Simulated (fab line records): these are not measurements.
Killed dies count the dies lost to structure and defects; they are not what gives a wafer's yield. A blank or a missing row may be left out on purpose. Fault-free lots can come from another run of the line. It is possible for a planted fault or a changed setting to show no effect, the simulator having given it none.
A struck lot beside a sound one ; flow sky130 ; 15 steps out of a route of 708
Sound: the wafers L699.2, L699.3, L699.5. Wafers struck: L703.3, L703.5, L703.6. The cause is given at the end.
For every step that has rows: the tool of each side, followed by ch and its chambers, followed by its first start. Under that, the readings that differ: sound wafers ; struck wafers ; difference of the means ; sigmas: that difference in standard deviations of wafers without a fault.
alike: readings with means less than 2 such deviations apart, plus words and numbers identical on both sides. not compared: withheld readings, readings lacking a value on some wafer, bounds such as >300 that could conceal the same value, and numbers that have no deviation in the record and whose values overlap.
The two part at a step that has a row with sigmas, a row that says differs or no value, or rows on one side only. Numbers that have no deviation but don't overlap get no sigmas and don't part them. Lack of a reading on every wafer of one side parts them only where that side has two or more wafers.

first, 8 steps without rows for these wafers: SKY_POLY_GATE_DEHYDRATE_05 (time 60 s); SKY_POLY_GATE_HMDS_06 (prime time 60 s); SKY_POLY_GATE_COAT_07 (resist thk 110 nm); SKY_POLY_GATE_COAT_08 (resist thk 450 nm); SKY_POLY_GATE_SOFTBAKE_09 (time 90 s); SKY_POLY_GATE_EXPOSE_10 (exposes mask P1M, target cd 150 nm); SKY_POLY_GATE_PEB_11; SKY_POLY_GATE_DEVELOP_12 (develop time 60 s).
SKY_POLY_GATE_CD_MEAS_13: target cd 150 nm.
  struck on cd-sem-01, day 22 06:33; sound on cd-sem-01, day 20 15:41
reading;sound;struck;difference;sigmas
cd-nm (nm);150.4 151.4 151.5;147.9 149.2 146.4;-3.3;-2
SKY_POLY_GATE_OVL_MEAS_14:
  struck on overlay-02, day 22 06:38; sound on overlay-01, day 20 15:47
  alike: POLY_GATE_OVL
SKY_POLY_GATE_ETCH_15: etches BARC in N2/H2, stops on SiO2, time 118.5 s, target depth 110 nm.
  sound on rie-diel-01 ch 1,2,3, day 20 15:49; struck on rie-diel-01 ch 0,1, day 22 06:40
  alike: bias-w, chamber-pressure-mTorr, drypump-motor-current-A, h2-flow-sccm, oes-product-au, throttle-valve-pct
  not compared: rf-hours-counter-h
SKY_POLY_GATE_ETCH_16: etches Si3N4 in CH3F/O2, stops on poly-Si, time 147.5 s, target depth 75 nm.
  sound on rie-diel-01 ch 1,2,3, day 20 15:54; struck on rie-diel-01 ch 0,1, day 22 06:45
  alike: O2_flow_sccm, bias-w, drypump-motor-current-A, oes-product-au, throttle-valve-pct
  not compared: rf-hours-counter-h
SKY_POLY_GATE_ETCH_17: etches poly-Si in HBr/Cl2, stops on SiO2, target depth 180 nm, time 70.5 s.
  sound on rie-si-02 ch 0,1,2, day 20 16:00; struck on rie-si-01 ch 0,3, day 22 06:50
  no value came back on the struck wafers for any of 5 readings (HBr_flow_sccm (sccm), bias-w (W) and others); on the sound wafers HBr_flow_sccm (sccm) reads 149.9 149.9 150.0
reading;sound;struck;difference;sigmas
model.KrF-thick_of_POLY_GATE_COAT_08.thk-nm (nm);139.7 139.8 138.9;234.4 234.7 238.2;+96.3;
  not compared: rf-hours-counter-h
SKY_POLY_GATE_STRIP_18: strips in O2/N2.
  sound on plasma-asher-02 ch 1, day 20 16:03; struck on plasma-asher-02 ch 0,1, day 22 06:56
reading;sound;struck;difference;sigmas
oes-product-au (a.u.);0.354 0.358 0.355;0.406 0.403 0.413;+0.052;+12
strip-time-to-endpoint-s (s);3.155 3.178 3.156;4.212 4.196 4.239;+1.053;+38
  alike: drypump-motor-current-A
  not compared: rf-hours-counter-h
then, 1 step without rows for these wafers: SKY_POLY_GATE_CLEAN_19 (cleans in SC1/SC2, time 150 s).

== WHERE THEY PART ==
Earliest at SKY_POLY_GATE_CD_MEAS_13; latest, in this record, at SKY_POLY_GATE_STRIP_18.

WHY: what the simulator had put in
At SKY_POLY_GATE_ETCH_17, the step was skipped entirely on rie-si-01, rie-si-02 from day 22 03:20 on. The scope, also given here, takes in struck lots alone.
